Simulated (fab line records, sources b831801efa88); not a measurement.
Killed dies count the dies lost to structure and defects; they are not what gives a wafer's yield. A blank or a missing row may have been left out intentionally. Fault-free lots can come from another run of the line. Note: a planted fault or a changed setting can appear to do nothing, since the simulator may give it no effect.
Which tool is to blame?	flow gf180mcu	6 lots with 18 wafers sampled at 3 steps, on a route of 602 steps

== WHAT EACH GAUGE READ, for each wafer ==
GF_V1_THK_MEAS_03.
lot	measured	on	V1_CVD_02_THK (nm)
L138	day 17 17:08	film-metro-04	858 861 860
L141	day 18 09:43	film-metro-03	856 868 864
L145	day 19 16:21	film-metro-04	836 852 828
L155	day 24 01:25	film-metro-03	840 864 855
L159	day 24 22:47	film-metro-02	842 851 851
L160	day 25 11:35	film-metro-02	842 828 851

== WHAT TOOL EACH LOT RAN ON (gives the tool, then ch and the chambers of the sampled wafers, and finally the start) ==
lot	GF_CONTACT_SPUTTER_22	GF_V1_CVD_02
L138	pvd-sputter-02, day 16 16:56	pecvd-01 ch 1,2, day 17 17:04
L141	pvd-sputter-04, day 17 09:05	pecvd-04 ch 0,2, day 18 09:36
L145	pvd-sputter-04, day 18 14:48	pecvd-04 ch 0,1,2, day 19 16:17
L155	pvd-sputter-02, day 23 00:16	pecvd-04 ch 0,1,2, day 24 01:16
L159	pvd-sputter-04, day 23 23:18	pecvd-01 ch 0,1,2, day 24 22:43
L160	pvd-sputter-01, day 24 12:43	pecvd-04 ch 0,1, day 25 11:31
- GF_CONTACT_SPUTTER_22: material Ti, target thk 15 nm, time 80.02 s.
- GF_V1_CVD_02: deposits SiO2 from TEOS, target thk 850 nm, time 94.851 s.

== THE ANSWER, worked out from the rows above alone ==
Rule: usual is defined by the lots themselves. Put in order of their means at a reading, lots are off if they are a third of the lots or fewer, leave a main group of 4 or more, and stand apart from it by a gap of 3 or more times the standard deviation of the main group's means; of several such gaps the widest counts. Not used: any main group whose means are identical at the precision the tables above print for the reading. Also off: a lot with no number at a reading for which 4 or more lots have one. All remaining lots with rows at the step are treated as sound.
Nothing can be told from this: no lot is off at any reading shown.

== WHAT THE SIMULATOR HAD PUT IN ==
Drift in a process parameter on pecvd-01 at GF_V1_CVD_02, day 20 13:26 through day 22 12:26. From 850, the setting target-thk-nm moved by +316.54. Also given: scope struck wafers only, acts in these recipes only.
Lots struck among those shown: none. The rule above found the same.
